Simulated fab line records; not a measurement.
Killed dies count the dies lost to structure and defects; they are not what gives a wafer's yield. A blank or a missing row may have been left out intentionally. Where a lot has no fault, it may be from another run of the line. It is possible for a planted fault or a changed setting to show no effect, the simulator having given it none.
fab line records | flow sky130
record lots=15 | wafers=45 | lastDay=50
route steps=708 shown POLY_GATE@232 LDD_P@262 LDD_HVN@276 LDD_LDN@296
lots that met no fault: taken from a fault-free run of the same line
startH: the number of hours between the record's first day and the start of the first shown wafer of the lot | waitH: how many hours have passed since the lot's step before this one | " same as the row above | L1.1+2: a row that stands for several wafers | - no value, or no start was given | * or withheld: withheld | < > ~ a bound
route shown NAME@n: NAME is a module with steps in the file, n the number in the route of the first one | usual: the fault-free wafers' mean and standard deviation | same: alike in all rows | chamber/n: place in a boat | sites: each site's reading | _std_site: the values' standard deviation | _edge_site: the outer-site mean with the inner-site mean subtracted | radiusMm: for every site, how far away it sits from the centre of the wafer | mask NAME#n: copy n | behind: the last tool/chamber to shape the wafer | hold: the reason the lot was held/the length of the hold in hours/how it ended | device: transistor that didn't switch, given as n, p or np | end of line: at the end of the route, the tests of the same wafers | a step with no rows: only its recipe | killed: count of dies lost to structure and defects at first sort (not the wafer's yield) | map: per-die view of a wafer (x killed, . not killed, _ where there is no die)
set.NAME: setting as actually run; set.NAME@STEP: the setting as run at that earlier step | model.NAME: the simulator's own value behind a step, which no gauge read
the route's steps for a sample of lots (tables are steps, rows are wafers)
services: when a tool's chamber went out of use (startH, in hours from the record's first day, below 0 if earlier), for how many hours, and the reason
## steps
# step SKY_POLY_GATE_STRIP_18
# recipe chemistry=O2/N2 | powerW=1400 | pressureMtorr=1500 | platenTempC=withheld | o2FlowSccm=3000 | n2FlowSccm=300 | overashFraction=0.5
# usual chamberPressureMTorr=1500.2/1.2 | drypumpMotorCurrentA=5.8/0.48 | oesProductAu=0.360/0.0047 | stripTimeToEndpointS=3.16/0.058
lot.wafer | tool           | chamber | startH | waitH | chamberPressureMTorr | drypumpMotorCurrentA | oesProductAu | rfHoursCounterH | stripTimeToEndpointS
L758.1    | plasmaAsher-04 | 1       | 374.59 | 0.0   | 1498.8               | 4.9                  | 0.359        | 64              | 3.14
L758.2    | "              | 0       | "      | "     | 1501.1               | 5.6                  | 0.356        | 64              | 3.10
L758.6    | "              | 0       | "      | "     | 1497.3               | 5.6                  | 0.364        | -               | 3.10
L759.1    | plasmaAsher-04 | 1       | 389.59 | 0.0   | 1499.0               | 4.9                  | 0.358        | 66              | 3.08
L759.2    | "              | 0       | "      | "     | 1501.9               | 5.6                  | 0.364        | 66              | 3.22
L759.6    | "              | 1       | "      | "     | 1497.8               | 4.9                  | 0.363        | -               | 3.09
L761.3    | plasmaAsher-03 | 1       | 411.47 | 0.1   | 1499.8               | 6.2                  | 0.362        | -               | 3.22
L761.5    | "              | 1       | "      | "     | 1502.3               | 6.3                  | 0.356        | -               | 3.11
L761.6    | "              | 0       | "      | "     | 1497.0               | 6.2                  | 0.357        | -               | 3.20
L760.4    | plasmaAsher-04 | 1       | 414.89 | 0.1   | 1500.7               | 4.9                  | 0.347        | -               | 3.06
L760.5    | "              | 0       | "      | "     | 1501.0               | 5.6                  | 0.353        | -               | 3.10
L760.6    | "              | 1       | "      | "     | 1501.8               | 4.9                  | 0.357        | -               | 3.15
L762.1    | plasmaAsher-02 | 0       | 426.33 | 0.0   | 1499.9               | 5.8                  | 0.364        | 69              | 3.13
L762.4    | "              | 0       | "      | "     | 1500.7               | 5.8                  | 0.360        | -               | 3.22
L762.6    | "              | 0       | "      | "     | 1500.5               | 5.8                  | 0.366        | -               | 3.24
L765.2    | plasmaAsher-02 | 1       | 449.83 | 0.0   | 1502.6               | 6.0                  | 0.369        | 71              | 3.18
L765.4    | "              | 1       | "      | "     | 1499.3               | 6.0                  | 0.358        | -               | 3.08
L765.6    | "              | 1       | "      | "     | 1500.2               | 6.0                  | 0.362        | -               | 3.15
L766.1    | plasmaAsher-03 | 1       | 464.49 | 0.0   | 1501.3               | 6.3                  | 0.355        | 35              | 3.15
L766.2    | "              | 0       | "      | "     | 1499.6               | 6.2                  | 0.358        | 35              | 3.15
L766.5    | "              | 0       | "      | "     | 1501.7               | 6.2                  | 0.358        | -               | 3.12
L767.3    | plasmaAsher-03 | 0       | 469.26 | 0.1   | 1499.1               | 6.2                  | 0.368        | -               | 3.10
L767.4    | "              | 1       | "      | "     | 1499.1               | 6.2                  | 0.357        | -               | 3.21
L767.6    | "              | 1       | "      | "     | 1499.3               | 6.2                  | 0.356        | -               | 3.15
L772.3    | plasmaAsher-03 | 0       | 513.01 | 0.1   | 1500.2               | 6.2                  | 0.366        | -               | 3.24
L772.5    | "              | 0       | "      | "     | 1499.0               | 6.3                  | 0.366        | -               | 3.22
L772.6    | "              | 1       | "      | "     | 1501.5               | 6.2                  | 0.371        | -               | 3.19
L773.3    | plasmaAsher-02 | 1       | 521.67 | 0.1   | 1497.3               | 6.0                  | 0.368        | -               | 3.12
L773.4    | "              | 0       | "      | "     | 1499.5               | 5.8                  | 0.355        | -               | 3.19
L773.6    | "              | 0       | "      | "     | 1500.0               | 5.8                  | 0.361        | -               | 3.12
L774.2    | plasmaAsher-03 | 1       | 532.79 | 0.0   | 1501.0               | 6.2                  | 0.359        | 41              | 3.13
L774.4    | "              | 1       | "      | "     | 1501.3               | 6.2                  | 0.362        | -               | 3.24
L774.5    | "              | 1       | "      | "     | 1500.3               | 6.2                  | 0.359        | -               | 3.11
L776.1    | plasmaAsher-04 | 1       | 548.23 | 0.0   | 1498.5               | 4.9                  | 0.357        | 11              | 3.07
L776.2    | "              | 0       | "      | "     | 1499.7               | 5.6                  | 0.358        | 11              | 3.11
L776.6    | "              | 1       | "      | "     | 1503.2               | 4.9                  | 0.358        | -               | 3.13
L777.3    | plasmaAsher-04 | 1       | 551.67 | 0.1   | 1499.5               | 4.9                  | 0.354        | -               | 3.10
L777.4    | "              | 0       | "      | "     | 1497.9               | 5.6                  | 0.356        | -               | 3.17
L777.6    | "              | 0       | "      | "     | 1499.4               | 5.6                  | 0.365        | -               | 3.12
L778.1    | plasmaAsher-04 | 1       | 561.09 | 0.0   | 1503.0               | 4.9                  | 0.360        | 13              | 3.24
L778.3    | "              | 0       | "      | "     | 1500.8               | 5.6                  | 0.365        | -               | 3.29
L778.6    | "              | 0       | "      | "     | 1501.2               | 5.6                  | 0.360        | -               | 3.13
L779.2    | plasmaAsher-03 | 0       | 566.74 | 0.0   | 1499.4               | 6.2                  | 0.358        | 45              | 3.08
L779.3    | "              | 0       | "      | "     | 1499.7               | 6.2                  | 0.362        | -               | 3.23
L779.4    | "              | 1       | "      | "     | 1498.4               | 6.2                  | 0.354        | -               | 3.18
# step SKY_LDD_P_CD_MEAS_07
# recipe targetCdNm=380
# usual cdNm=379.8/2.7
lot.wafer | tool     | chamber | startH | waitH | cdNm
L758.1    | cdSem-02 | -       | 440.00 | 0.1   | 379.9
L758.2    | "        | -       | "      | "     | 380.5
L758.6    | "        | -       | "      | "     | 381.0
L759.1    | cdSem-01 | -       | 452.58 | 0.1   | 381.8
L759.2    | "        | -       | "      | "     | 381.2
L759.6    | "        | -       | "      | "     | 381.1
L761.3    | cdSem-01 | -       | 476.09 | 0.1   | 382.5
L761.5    | "        | -       | "      | "     | 378.5
L761.6    | "        | -       | "      | "     | 381.5
L760.4    | cdSem-02 | -       | 477.59 | 0.1   | 379.2
L760.5    | "        | -       | "      | "     | 378.9
L760.6    | "        | -       | "      | "     | 380.2
L762.1    | cdSem-02 | -       | 490.13 | 0.1   | 378.6
L762.4    | "        | -       | "      | "     | 376.1
L762.6    | "        | -       | "      | "     | 376.2
L765.2    | cdSem-02 | -       | 514.15 | 0.1   | 376.5
L765.4    | "        | -       | "      | "     | 375.4
L765.6    | "        | -       | "      | "     | 376.4
L766.1    | cdSem-02 | -       | 527.43 | 0.1   | 379.1
L766.2    | "        | -       | "      | "     | 378.2
L766.5    | "        | -       | "      | "     | 379.9
L767.3    | cdSem-02 | -       | 532.47 | 0.1   | 381.5
L767.4    | "        | -       | "      | "     | 379.6
L767.6    | "        | -       | "      | "     | 379.0
L772.3    | cdSem-01 | -       | 575.64 | 0.1   | 377.4
L772.5    | "        | -       | "      | "     | 378.9
L772.6    | "        | -       | "      | "     | 378.7
L773.3    | cdSem-02 | -       | 583.72 | 0.1   | 380.1
L773.4    | "        | -       | "      | "     | 380.5
L773.6    | "        | -       | "      | "     | 380.7
L774.2    | cdSem-02 | -       | 595.80 | 0.1   | 379.5
L774.4    | "        | -       | "      | "     | 381.2
L774.5    | "        | -       | "      | "     | 382.4
L776.1    | cdSem-01 | -       | 611.03 | 0.1   | 382.7
L776.2    | "        | -       | "      | "     | 383.2
L776.6    | "        | -       | "      | "     | 382.1
L777.3    | cdSem-02 | -       | 612.57 | 0.1   | 374.1
L777.4    | "        | -       | "      | "     | 377.7
L777.6    | "        | -       | "      | "     | 377.8
L778.1    | cdSem-02 | -       | 621.58 | 0.1   | 378.3
L778.3    | "        | -       | "      | "     | 380.9
L778.6    | "        | -       | "      | "     | 378.2
L779.2    | cdSem-01 | -       | 627.15 | 0.1   | 379.1
L779.3    | "        | -       | "      | "     | 378.9
L779.4    | "        | -       | "      | "     | 378.9
# step SKY_LDD_P_STRIP_10
# recipe chemistry=O2/N2 | powerW=1400 | pressureMtorr=1500 | platenTempC=withheld | o2FlowSccm=3000 | n2FlowSccm=300 | overashFraction=0.5
# usual chamberPressureMTorr=1499.9/1.4 | drypumpMotorCurrentA=5.5/0.38 | oesProductAu=0.715/0.0045 | stripTimeToEndpointS=14.18/0.044
lot.wafer | tool           | chamber | startH | waitH | chamberPressureMTorr | drypumpMotorCurrentA | oesProductAu | rfHoursCounterH | stripTimeToEndpointS
L758.1    | plasmaAsher-02 | 0       | 440.30 | 0.1   | 1499.7               | 5.8                  | 0.714        | 70              | 14.10
L758.2    | "              | 1       | "      | "     | 1501.9               | 6.0                  | 0.719        | 70              | 14.16
L758.6    | "              | 0       | "      | "     | 1500.5               | 5.8                  | 0.716        | -               | 14.11
L759.1    | plasmaAsher-01 | 0       | 452.89 | 0.1   | 1499.7               | 5.7                  | 0.717        | 64              | 14.23
L759.2    | "              | 1       | "      | "     | 1500.5               | 5.3                  | 0.714        | 64              | 14.20
L759.6    | "              | 0       | "      | "     | 1498.9               | 5.7                  | 0.716        | -               | 14.20
L761.3    | plasmaAsher-04 | 0       | 476.39 | 0.1   | 1498.5               | 5.6                  | 0.711        | -               | 14.14
L761.5    | "              | 1       | "      | "     | 1502.0               | 4.9                  | 0.725        | -               | 14.19
L761.6    | "              | 0       | "      | "     | 1499.3               | 5.6                  | 0.723        | -               | 14.19
L760.4    | plasmaAsher-04 | 1       | 477.87 | 0.1   | 1501.6               | 4.9                  | 0.716        | -               | 14.22
L760.5    | "              | 1       | "      | "     | 1497.7               | 4.9                  | 0.715        | -               | 14.18
L760.6    | "              | 0       | "      | "     | 1502.5               | 5.6                  | 0.714        | -               | 14.20
L762.1    | plasmaAsher-04 | 1       | 490.44 | 0.1   | 1500.5               | 4.9                  | 0.717        | 6               | 14.29
L762.4    | "              | 0       | "      | "     | 1500.0               | 5.6                  | 0.718        | -               | 14.23
L762.6    | "              | 0       | "      | "     | 1500.5               | 5.6                  | 0.716        | -               | 14.27
L765.2    | plasmaAsher-04 | 0       | 514.44 | 0.1   | -                    | -                    | -            | -               | -
L765.4    | "              | 0       | "      | "     | -                    | -                    | -            | -               | -
L765.6    | "              | 1       | "      | "     | -                    | -                    | -            | -               | -
L766.1    | plasmaAsher-04 | 1       | 527.74 | 0.1   | -                    | -                    | -            | -               | -
L766.2    | "              | 0       | "      | "     | -                    | -                    | -            | -               | -
L766.5    | "              | 0       | "      | "     | -                    | -                    | -            | -               | -
L767.3    | plasmaAsher-04 | 0       | 532.77 | 0.1   | -                    | -                    | -            | -               | -
L767.4    | "              | 1       | "      | "     | -                    | -                    | -            | -               | -
L767.6    | "              | 0       | "      | "     | -                    | -                    | -            | -               | -
L772.3    | plasmaAsher-04 | 1       | 575.94 | 0.1   | 1499.8               | 4.9                  | 0.708        | -               | 14.22
L772.5    | "              | 0       | "      | "     | 1498.7               | 5.6                  | 0.720        | -               | 14.17
L772.6    | "              | 1       | "      | "     | 1500.0               | 4.9                  | 0.714        | -               | 14.19
L773.3    | plasmaAsher-02 | 1       | 584.02 | 0.1   | 1500.1               | 6.0                  | 0.717        | -               | 14.19
L773.4    | "              | 0       | "      | "     | 1501.0               | 5.8                  | 0.715        | -               | 14.22
L773.6    | "              | 0       | "      | "     | 1500.9               | 5.8                  | 0.711        | -               | 14.21
L774.2    | plasmaAsher-01 | 1       | 596.09 | 0.1   | 1499.0               | 5.3                  | 0.718        | 80              | 14.14
L774.4    | "              | 1       | "      | "     | 1498.8               | 5.3                  | 0.713        | -               | 14.15
L774.5    | "              | 1       | "      | "     | 1498.1               | 5.3                  | 0.716        | -               | 14.13
L776.1    | plasmaAsher-04 | 1       | 611.34 | 0.1   | 1497.1               | 4.9                  | 0.715        | 18              | 14.19
L776.2    | "              | 0       | "      | "     | 1502.4               | 5.6                  | 0.719        | 18              | 14.19
L776.6    | "              | 1       | "      | "     | 1498.8               | 4.9                  | 0.712        | -               | 14.21
L777.3    | plasmaAsher-01 | 1       | 612.87 | 0.1   | 1499.2               | 5.3                  | 0.712        | -               | 14.25
L777.4    | "              | 0       | "      | "     | 1498.4               | 5.7                  | 0.713        | -               | 14.21
L777.6    | "              | 0       | "      | "     | 1500.8               | 5.7                  | 0.713        | -               | 14.20
L778.1    | plasmaAsher-04 | 0       | 621.89 | 0.1   | 1499.0               | 5.6                  | 0.720        | 20              | 14.18
L778.3    | "              | 1       | "      | "     | 1499.3               | 4.9                  | 0.714        | -               | 14.20
L778.6    | "              | 0       | "      | "     | 1501.4               | 5.6                  | 0.711        | -               | 14.17
L779.2    | plasmaAsher-04 | 0       | 627.44 | 0.1   | 1500.1               | 5.6                  | 0.706        | 20              | 14.10
L779.3    | "              | 1       | "      | "     | 1498.5               | 4.9                  | 0.718        | -               | 14.10
L779.4    | "              | 0       | "      | "     | 1501.3               | 5.6                  | 0.719        | -               | 14.12
# step SKY_LDD_HVN_STRIP_09
# recipe chemistry=O2/N2 | powerW=1400 | pressureMtorr=1500 | platenTempC=withheld | o2FlowSccm=3000 | n2FlowSccm=300 | overashFraction=0.5
# usual chamberPressureMTorr=1500.1/1.5 | drypumpMotorCurrentA=5.8/0.35 | oesProductAu=0.408/0.0047 | stripTimeToEndpointS=4.130/0.015
lot.wafer | tool           | chamber | startH | waitH | chamberPressureMTorr | drypumpMotorCurrentA | oesProductAu | rfHoursCounterH | stripTimeToEndpointS
L758.1    | plasmaAsher-01 | 1       | 470.18 | 0.1   | 1501.1               | 5.3                  | 0.404        | 66              | 4.137
L758.2    | "              | 0       | "      | "     | 1500.1               | 5.6                  | 0.405        | 66              | 4.128
L758.6    | "              | 1       | "      | "     | 1500.7               | 5.3                  | 0.412        | -               | 4.156
L759.1    | plasmaAsher-03 | 0       | 483.58 | 0.1   | 1499.7               | 6.2                  | 0.404        | 36              | 4.093
L759.2    | "              | 1       | "      | "     | 1500.0               | 6.2                  | 0.402        | 36              | 4.118
L759.6    | "              | 0       | "      | "     | 1501.3               | 6.2                  | 0.399        | -               | 4.126
L761.3    | plasmaAsher-03 | 0       | 506.62 | 0.1   | 1500.8               | 6.2                  | 0.416        | -               | 4.122
L761.5    | "              | 1       | "      | "     | 1500.1               | 6.2                  | 0.406        | -               | 4.124
L761.6    | "              | 0       | "      | "     | 1498.8               | 6.2                  | 0.405        | -               | 4.110
L760.4    | plasmaAsher-01 | 1       | 508.55 | 0.1   | 1501.2               | 5.3                  | 0.413        | -               | 4.113
L760.5    | "              | 0       | "      | "     | 1501.0               | 5.7                  | 0.401        | -               | 4.143
L760.6    | "              | 1       | "      | "     | 1499.2               | 5.3                  | 0.411        | -               | 4.144
L762.1    | plasmaAsher-01 | 1       | 520.48 | 0.1   | 1502.6               | 5.3                  | 0.409        | 71              | 4.135
L762.4    | "              | 0       | "      | "     | 1501.5               | 5.7                  | 0.412        | -               | 4.126
L762.6    | "              | 1       | "      | "     | 1502.0               | 5.3                  | 0.409        | -               | 4.124
L765.2    | plasmaAsher-02 | 0       | 544.58 | 0.1   | 1500.7               | 5.8                  | 0.712        | 80              | 21.782
L765.4    | "              | 0       | "      | "     | 1500.0               | 5.8                  | 0.712        | -               | 21.857
L765.6    | "              | 0       | "      | "     | 1499.9               | 5.8                  | 0.718        | -               | 21.735
L766.1    | plasmaAsher-01 | 1       | 557.53 | 0.1   | 1497.6               | 5.3                  | 0.725        | 76              | 21.760
L766.2    | "              | 0       | "      | "     | 1499.5               | 5.7                  | 0.721        | 76              | 21.801
L766.5    | "              | 1       | "      | "     | 1497.1               | 5.3                  | 0.725        | -               | 21.814
L767.3    | plasmaAsher-03 | 0       | 562.45 | 0.1   | 1500.7               | 6.2                  | 0.703        | -               | 21.694
L767.4    | "              | 1       | "      | "     | 1502.4               | 6.2                  | 0.717        | -               | 21.752
L767.6    | "              | 0       | "      | "     | 1501.3               | 6.2                  | 0.718        | -               | 21.766
L772.3    | plasmaAsher-01 | 0       | 605.36 | 0.1   | 1500.2               | 5.7                  | 0.412        | -               | 4.104
L772.5    | "              | 1       | "      | "     | 1498.7               | 5.3                  | 0.413        | -               | 4.086
L772.6    | "              | 0       | "      | "     | 1500.7               | 5.7                  | 0.400        | -               | 4.105
L773.3    | plasmaAsher-03 | 0       | 613.36 | 0.1   | 1501.5               | 6.2                  | 0.405        | -               | 4.123
L773.4    | "              | 1       | "      | "     | 1499.6               | 6.2                  | 0.407        | -               | 4.116
L773.6    | "              | 0       | "      | "     | 1498.2               | 6.2                  | 0.407        | -               | 4.135
L774.2    | plasmaAsher-03 | 0       | 625.52 | 0.1   | 1500.9               | 6.3                  | 0.413        | 51              | 4.156
L774.4    | "              | 1       | "      | "     | 1500.3               | 6.2                  | 0.406        | -               | 4.140
L774.5    | "              | 0       | "      | "     | 1502.2               | 6.3                  | 0.408        | -               | 4.134
L776.1    | plasmaAsher-02 | 0       | 640.57 | 0.1   | 1499.5               | 5.8                  | 0.405        | 87              | 4.137
L776.2    | "              | 1       | "      | "     | 1500.4               | 6.0                  | 0.411        | 87              | 4.137
L776.6    | "              | 0       | "      | "     | 1501.0               | 5.8                  | 0.403        | -               | 4.115
L777.3    | plasmaAsher-01 | 1       | 642.10 | 0.1   | 1502.4               | 5.3                  | 0.410        | -               | 4.112
L777.4    | "              | 0       | "      | "     | 1498.8               | 5.7                  | 0.409        | -               | 4.163
L777.6    | "              | 1       | "      | "     | 1503.2               | 5.3                  | 0.409        | -               | 4.137
L778.1    | plasmaAsher-03 | 1       | 650.98 | 0.1   | 1497.0               | 6.2                  | 0.403        | 54              | 4.118
L778.3    | "              | 0       | "      | "     | 1500.1               | 6.2                  | 0.407        | -               | 4.141
L778.6    | "              | 1       | "      | "     | 1498.0               | 6.3                  | 0.407        | -               | 4.135
L779.2    | plasmaAsher-01 | 0       | 656.33 | 0.1   | 1500.3               | 5.7                  | 0.406        | 86              | 4.111
L779.3    | "              | 0       | "      | "     | 1499.5               | 5.7                  | 0.421        | -               | 4.129
L779.4    | "              | 1       | "      | "     | 1501.7               | 5.3                  | 0.409        | -               | 4.120
# step SKY_LDD_HVN_TW_MEAS_10
# usual LDD_HVN_TW=1431/12
lot.wafer | tool         | chamber | startH | waitH | LDD_HVN_TW
L758.1    | filmMetro-04 | -       | 470.28 | 0.1   | 1428
L758.2    | "            | -       | "      | "     | 1444
L758.6    | "            | -       | "      | "     | 1436
L759.1    | filmMetro-02 | -       | 483.68 | 0.1   | 1416
L759.2    | "            | -       | "      | "     | 1426
L759.6    | "            | -       | "      | "     | 1427
L761.3    | filmMetro-02 | -       | 506.70 | 0.1   | 1406
L761.5    | "            | -       | "      | "     | 1410
L761.6    | "            | -       | "      | "     | 1418
L760.4    | filmMetro-04 | -       | 508.65 | 0.1   | 1445
L760.5    | "            | -       | "      | "     | 1442
L760.6    | "            | -       | "      | "     | 1437
L762.1    | filmMetro-01 | -       | 520.58 | 0.1   | 1421
L762.4    | "            | -       | "      | "     | 1419
L762.6    | "            | -       | "      | "     | 1415
L765.2    | filmMetro-04 | -       | 544.69 | 0.1   | 30
L765.4    | "            | -       | "      | "     | 30
L765.6    | "            | -       | "      | "     | 30
L766.1    | filmMetro-04 | -       | 557.63 | 0.1   | 30
L766.2    | "            | -       | "      | "     | 30
L766.5    | "            | -       | "      | "     | 30
L767.3    | filmMetro-01 | -       | 562.54 | 0.1   | 30
L767.4    | "            | -       | "      | "     | 30
L767.6    | "            | -       | "      | "     | 30
L772.3    | filmMetro-01 | -       | 605.45 | 0.1   | 1429
L772.5    | "            | -       | "      | "     | 1424
L772.6    | "            | -       | "      | "     | 1424
L773.3    | filmMetro-02 | -       | 613.45 | 0.1   | 1415
L773.4    | "            | -       | "      | "     | 1413
L773.6    | "            | -       | "      | "     | 1417
L774.2    | filmMetro-02 | -       | 625.63 | 0.1   | 1437
L774.4    | "            | -       | "      | "     | 1437
L774.5    | "            | -       | "      | "     | 1441
L776.1    | filmMetro-02 | -       | 640.67 | 0.1   | 1426
L776.2    | "            | -       | "      | "     | 1421
L776.6    | "            | -       | "      | "     | 1430
L777.3    | filmMetro-04 | -       | 642.19 | 0.1   | 1445
L777.4    | "            | -       | "      | "     | 1455
L777.6    | "            | -       | "      | "     | 1448
L778.1    | filmMetro-04 | -       | 651.08 | 0.1   | 1450
L778.3    | "            | -       | "      | "     | 1449
L778.6    | "            | -       | "      | "     | 1450
L779.2    | filmMetro-01 | -       | 656.44 | 0.1   | 1440
L779.3    | "            | -       | "      | "     | 1439
L779.4    | "            | -       | "      | "     | 1431
# step SKY_LDD_LDN_OVL_MEAS_07
# usual LDD_LDN_OVL=-0.7/1.3
lot.wafer | tool       | chamber | startH | waitH | LDD_LDN_OVL[nm]
L758.1    | overlay-02 | -       | 531.18 | 0.1   | -2.2
L758.2    | "          | -       | "      | "     | -1.8
L758.6    | "          | -       | "      | "     | -2.3
L759.1    | overlay-02 | -       | 543.78 | 0.1   | -1.5
L759.2    | "          | -       | "      | "     | -2.8
L759.6    | "          | -       | "      | "     | -3.3
L761.3    | overlay-01 | -       | 566.50 | 0.1   | 1.3
L761.5    | "          | -       | "      | "     | 1.7
L761.6    | "          | -       | "      | "     | 1.0
L760.4    | overlay-02 | -       | 567.80 | 0.1   | -1.8
L760.5    | "          | -       | "      | "     | -0.7
L760.6    | "          | -       | "      | "     | -1.1
L762.1    | overlay-01 | -       | 580.48 | 0.1   | -1.2
L762.4    | "          | -       | "      | "     | -0.4
L762.6    | "          | -       | "      | "     | 1.3
L765.2    | overlay-01 | -       | 604.14 | 0.1   | -1.6
L765.4    | "          | -       | "      | "     | -1.1
L765.6    | "          | -       | "      | "     | -0.5
L766.1    | overlay-02 | -       | 615.73 | 0.1   | 0.3
L766.2    | "          | -       | "      | "     | -0.1
L766.5    | "          | -       | "      | "     | 0.1
L767.3    | overlay-01 | -       | 620.75 | 0.1   | 1.3
L767.4    | "          | -       | "      | "     | 0.1
L767.6    | "          | -       | "      | "     | 0.7
L772.3    | overlay-02 | -       | 663.65 | 0.1   | -2.1
L772.5    | "          | -       | "      | "     | -1.5
L772.6    | "          | -       | "      | "     | -1.0
L773.3    | overlay-01 | -       | 671.19 | 0.1   | -0.9
L773.4    | "          | -       | "      | "     | -2.0
L773.6    | "          | -       | "      | "     | -1.4
L774.2    | overlay-02 | -       | 682.65 | 0.1   | -0.5
L774.4    | "          | -       | "      | "     | -0.6
L774.5    | "          | -       | "      | "     | 1.4
L776.1    | overlay-02 | -       | 697.63 | 0.1   | -1.9
L776.2    | "          | -       | "      | "     | -2.1
L776.6    | "          | -       | "      | "     | -1.0
L777.3    | overlay-02 | -       | 698.30 | 0.1   | -1.1
L777.4    | "          | -       | "      | "     | -0.9
L777.6    | "          | -       | "      | "     | -3.7
L778.1    | overlay-02 | -       | 707.43 | 0.1   | -0.7
L778.3    | "          | -       | "      | "     | -1.8
L778.6    | "          | -       | "      | "     | -0.2
L779.2    | overlay-01 | -       | 711.79 | 0.1   | 0.3
L779.3    | "          | -       | "      | "     | 1.7
L779.4    | "          | -       | "      | "     | 1.1
## services
tool           | chamber | startH | hours | kind
plasmaAsher-03 | -       | 371.09 | 4.2   | repair
plasmaAsher-03 | -       | 376.37 | 1.2   | repair
plasmaAsher-02 | -       | 390.57 | 28.1  | pm
plasmaAsher-04 | -       | 421.25 | 9.0   | pm
plasmaAsher-04 | 0       | 421.25 | 9.0   | ventCycle
plasmaAsher-04 | 1       | 421.25 | 9.0   | ventCycle
plasmaAsher-04 | -       | 423.40 | 4.6   | repair
plasmaAsher-03 | -       | 424.96 | 4.3   | pm
plasmaAsher-04 | 0       | 430.25 | -     | clean
plasmaAsher-04 | 1       | 430.25 | -     | clean
plasmaAsher-04 | -       | 462.35 | 2.8   | pm
plasmaAsher-03 | -       | 474.88 | 5.8   | pm
plasmaAsher-04 | -       | 519.57 | 1.4   | repair
plasmaAsher-02 | -       | 532.78 | 2.8   | pm
plasmaAsher-02 | -       | 541.63 | 0.8   | repair
plasmaAsher-02 | -       | 547.93 | 28.2  | repair
plasmaAsher-04 | -       | 595.59 | 1.7   | repair
plasmaAsher-04 | -       | 630.75 | 2.6   | repair
## key
firstSign step=SKY_LDD_P_STRIP_10 | reading=toolRecord | direction=missing
effect step=SKY_LDD_HVN_STRIP_09 | reading=stripTimeToEndpointS | direction=up | sigmas=99+ | usual=* | struck=*
effect step=SKY_LDD_HVN_TW_MEAS_10 | reading=LDD_HVN_TW | direction=down | sigmas=99+ | usual=1431 | struck=30
metAt SKY_LDD_P_STRIP_10
struckLots L765,L766,L767
sortLeftOut L765.2,L765.4,L765.6,L766.1,L766.2,L766.5,L767.3,L767.4,L767.6
testerLeftOut L765,L766,L767
notActingAt SKY_POLY_GATE_STRIP_18,SKY_LDD_P_CD_MEAS_07,SKY_LDD_LDN_OVL_MEAS_07
onsetBetween 490.44 514.44
fault kind=skippedStepWhole | tool=plasmaAsher-04 | chamber=- | onsetH=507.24 | steps=SKY_LDD_P_STRIP_10 | scope=struckLotsOnly
# testerLeftOut: of these lots the tester's yield and bins aren't shown, on N5 and GAA mostly nor the transistor test; their killed dies are dies lost to structure and defects alone, not to doping, threshold or leakage, so they don't give the yield
# sortLeftOut: the simulated sort isn't trusted on such a fault, so these wafers' sort isn't shown, and their yield isn't known
